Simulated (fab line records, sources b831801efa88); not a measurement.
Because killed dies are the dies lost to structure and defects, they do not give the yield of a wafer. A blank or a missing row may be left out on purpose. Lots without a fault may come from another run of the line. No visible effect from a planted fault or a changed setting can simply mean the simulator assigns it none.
fab line records | flow gf180mcu
[record] lots = 5 | wafers = 15 | last_day = 34
route steps=602 shown POLY_GATE@158
lots untouched by any fault: they come from a run of this same line in which no faults occurred
start_h: hours from the record's first day to the start of the lot's first wafer shown | wait_h: hours elapsed since this lot's preceding step | " unchanged from the row above | L1.1+2: one row covering several wafers at once | - no value, or no start was given | * or withheld: withheld | < > ~ a bound
route shown NAME@n: a module of which the file shows steps, and the number in the route of the first | usual: mean/standard deviation taken from wafers without a fault | same: alike in all rows | chamber/n: place in a boat | sites: each site's reading | _std_site: standard deviation of those values | _edge_site: the outer-site mean with the inner-site mean subtracted | radius_mm: how far each site lies from the wafer's centre | mask NAME#n: copy n | behind: the most recent tool/chamber to have shaped the wafer | hold: why the lot went on hold/how many hours it stayed there/how the hold came to an end | device: the transistor (n, p or np) that didn't switch | end of line: at the end of the route, the tests of the same wafers | step lacking rows: just its recipe | killed: dies that structure and defects cost at the first sort, which is not the same as the wafer's yield | map: per-die view of a wafer (x killed, . not killed, _ where there is no die)
set.NAME: the setting as run; set.NAME@STEP: as run at that earlier step | model.NAME: the simulator's own value behind a step, which no gauge read
lots seen at some steps along the route; tables by step, rows by wafer
services: from which hour (start_h, from the record's first day; less than 0 if before it) a tool's chamber was out of use, for how many hours, and why
[[steps]]
[step GF_POLY_GATE_THK_MEAS_01]
[recipe] reads = poly-Si_of_POLY_GATE_CVD_00
[usual] POLY_GATE_CVD_00_THK = 200.7/2
lot.wafer | tool          | chamber | start_h | wait_h | POLY_GATE_CVD_00_THK[nm]
L076.1    | film_metro-03 | -       | 187.83  | 0.0    | 201.4
L076.2    | "             | -       | "       | "      | 203.8
L076.4    | "             | -       | "       | "      | 202.4
L090.1    | film_metro-03 | -       | 292.16  | 0.0    | 201.3
L090.2    | "             | -       | "       | "      | 201.3
L090.3    | "             | -       | "       | "      | 198.6
L091.1    | film_metro-01 | -       | 305.96  | 0.0    | 198.9
L091.5    | "             | -       | "       | "      | 198.3
L091.6    | "             | -       | "       | "      | 199.6
L096.1    | film_metro-03 | -       | 331.73  | 0.0    | 196.3
L096.2    | "             | -       | "       | "      | 194.5
L096.3    | "             | -       | "       | "      | 195.5
L097.1    | film_metro-02 | -       | 340.50  | 0.0    | 203.1
L097.4    | "             | -       | "       | "      | 202.4
L097.6    | "             | -       | "       | "      | 203.2
[step GF_POLY_GATE_DEHYDRATE_02]
[recipe] temp_c = 200 | time_s = 60
[same] time_s = 60
lot.wafer  | tool           | chamber | start_h | wait_h
L076.1+2+4 | litho_track-01 | 0       | 195.53  | 7.7
L090.1+2+3 | litho_track-03 | 0       | 301.17  | 9.0
L091.1+5+6 | litho_track-03 | 0       | 315.27  | 9.3
L096.1+2+3 | litho_track-02 | 0       | 341.97  | 10.2
L097.1+4+6 | litho_track-01 | 0       | 350.37  | 9.9
[step GF_POLY_GATE_HMDS_03]
[recipe] prime_time_s = 60 | prime_temp_c = 120
[same] prime_time_s = 60
lot.wafer  | tool           | chamber | start_h | wait_h
L076.1+2+4 | litho_track-01 | 0       | 195.68  | 0.1
L090.1+2+3 | litho_track-03 | 0       | 301.32  | 0.1
L091.1+5+6 | litho_track-03 | 0       | 315.42  | 0.1
L096.1+2+3 | litho_track-02 | 0       | 342.12  | 0.1
L097.1+4+6 | litho_track-01 | 0       | 350.52  | 0.1
[step GF_POLY_GATE_COAT_04]
[recipe] resist = BARC | temp_c = withheld | time_s = withheld | spin_rpm = withheld | resist_thk_nm = withheld
[usual] dispense_pressure_kPa = 49.2/2.2
lot.wafer | tool           | chamber | start_h | wait_h | dispense_pressure_kPa
L076.1    | litho_track-01 | 0       | 195.83  | 0.1    | 47.0
L076.2    | "              | 0       | "       | "      | 47.0
L076.4    | "              | 0       | "       | "      | 47.0
L090.1    | litho_track-03 | 0       | 301.47  | 0.1    | 53.3
L090.2    | "              | 0       | "       | "      | 53.3
L090.3    | "              | 0       | "       | "      | 53.3
L091.1    | litho_track-03 | 0       | 315.57  | 0.1    | 53.3
L091.5    | "              | 0       | "       | "      | 53.3
L091.6    | "              | 0       | "       | "      | 53.3
L096.1    | litho_track-02 | 0       | 342.27  | 0.1    | 48.9
L096.2    | "              | 0       | "       | "      | 48.8
L096.3    | "              | 0       | "       | "      | 48.9
L097.1    | litho_track-01 | 0       | 350.67  | 0.1    | 47.0
L097.4    | "              | 0       | "       | "      | 47.0
L097.6    | "              | 0       | "       | "      | 47.0
[step GF_POLY_GATE_COAT_05]
[recipe] resist = KrF | spin_rpm = withheld | resist_thk_nm = 700
[usual] dispense_pressure_kPa = 49.3/2.2
lot.wafer | tool           | chamber | start_h | wait_h | dispense_pressure_kPa
L076.1    | litho_track-01 | 0       | -       | -      | 47.0
L076.2    | "              | 0       | "       | "      | 47.0
L076.4    | "              | 0       | "       | "      | 47.0
L090.1    | litho_track-03 | 0       | -       | -      | 53.3
L090.2    | "              | 0       | "       | "      | 53.3
L090.3    | "              | 0       | "       | "      | 53.3
L091.1    | litho_track-03 | 0       | -       | -      | 53.3
L091.5    | "              | 0       | "       | "      | 53.3
L091.6    | "              | 0       | "       | "      | 53.3
L096.1    | litho_track-02 | 0       | -       | -      | 48.9
L096.2    | "              | 0       | "       | "      | 48.9
L096.3    | "              | 0       | "       | "      | 48.9
L097.1    | litho_track-01 | 0       | -       | -      | 47.0
L097.4    | "              | 0       | "       | "      | 47.0
L097.6    | "              | 0       | "       | "      | 47.0
[step GF_POLY_GATE_SOFTBAKE_06]
[recipe] temp_c = 130 | time_s = 60 | resist = KrF
[same] time_s = 60
lot.wafer  | tool           | chamber | start_h | wait_h
L076.1+2+4 | litho_track-01 | 0       | -       | -
L090.1+2+3 | litho_track-03 | 0       | -       | -
L091.1+5+6 | litho_track-03 | 0       | -       | -
L096.1+2+3 | litho_track-02 | 0       | -       | -
L097.1+4+6 | litho_track-01 | 0       | -       | -
[step GF_POLY_GATE_EXPOSE_07]
[recipe] mask_id = Poly2 | target_cd_nm = 280 | na = 0.68 | source_shape = conventional | sigma_outer = 0.6 | dose_mj = 28
lot.wafer  | tool           | chamber | start_h | wait_h | mask
L076.1+2+4 | krf_scanner-02 | 0       | -       | -      | Poly2#0
L090.1+2+3 | krf_scanner-02 | 0       | -       | -      | Poly2#0
L091.1+5+6 | krf_scanner-02 | 0       | -       | -      | Poly2#0
L096.1+2+3 | krf_scanner-02 | 0       | -       | -      | Poly2#0
L097.1+4+6 | krf_scanner-02 | 0       | -       | -      | Poly2#0
[[services]]
tool           | chamber | start_h | hours | kind
krf_scanner-02 | -       | 182.88  | 3.6   | pm
krf_scanner-02 | -       | 188.98  | 1.0   | repair
krf_scanner-02 | -       | 198.38  | 1.0   | pm
krf_scanner-02 | -       | 256.98  | 1.3   | pm
krf_scanner-02 | -       | 274.74  | 1.4   | repair
krf_scanner-02 | -       | 277.52  | 0.8   | pm
krf_scanner-02 | -       | 332.89  | 4.0   | pm
[[key]]
fault none
